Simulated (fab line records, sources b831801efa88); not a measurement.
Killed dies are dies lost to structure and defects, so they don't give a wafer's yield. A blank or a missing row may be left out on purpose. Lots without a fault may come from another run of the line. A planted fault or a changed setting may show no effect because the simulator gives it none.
Chamber matching | flow sfq_line | SFQ_TRILAYER_L0_VIA_ETCH_VIA_ETCH_016 on rie_diel-04: 3 sister chambers
The step etches SiO2 in CHF3, stops on MoNx KI, target depth 80 nm. 14 wafers are shown with their chamber, then 3 later ones without.

WAFERS WITH THEIR CHAMBER
wafer  | chamber | drypump_motor_current_A (A) | oes_product_au (a.u.)
L469.2 | 2       | 5.77                        | 0.850
L469.5 | 2       | 5.77                        | 0.862
L469.6 | 3       | 5.84                        | 0.846
L470.1 | 3       | 5.81                        | 0.836
L470.2 | 0       | 5.69                        | 0.837
L470.4 | 0       | 5.67                        | 0.841
L473.4 | 0       | 5.70                        | 0.835
L473.5 | 0       | 5.71                        | 0.842
L473.6 | 3       | 5.79                        | 0.837
L476.1 | 0       | 5.71                        | 0.845
L476.2 | 2       | 5.75                        | 0.838
L476.5 | 2       | 5.74                        | 0.852
L478.3 | 0       | 5.73                        | 0.848
L478.5 | 0       | 5.72                        | 0.860

SIGNATURES (means of the wafers above)
reading                 | chamber 0 | chamber 2 | chamber 3 | scatter within a chamber
drypump_motor_current_A | 5.7043    | 5.7575    | 5.8133    | 0.0198
oes_product_au          | 0.84400   | 0.85050   | 0.83967   | 0.00835
Rule: a wafer's distance from a chamber is the root of the sum, over the readings, of the square of ((its reading less the chamber's mean) divided by the reading's scatter). The wafer belongs to the nearest chamber; if the next one is less than 2 further off, it can't be placed. The scatter: the root of (the sum of the squares of (reading less its chamber's mean) over the shown wafers, divided by (wafers less chambers)).

WAFERS WITHOUT THEIR CHAMBER
wafer  | drypump_motor_current_A (A) | oes_product_au (a.u.)
L482.2 | 5.78                        | 0.839
L482.6 | 5.68                        | 0.850
L492.1 | 5.79                        | 0.814

WHICH CHAMBER EACH WENT THROUGH
wafer  | from the rows above     | in truth
L482.2 | can't be placed: 3 or 2 | 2
L482.6 | 0                       | 0
L492.1 | can't be placed: 3 or 2 | 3
Placed correctly: 1 of 3. Can't be placed from these rows: 2 (the true chamber is among the candidates in 2). Placed wrongly: 0.
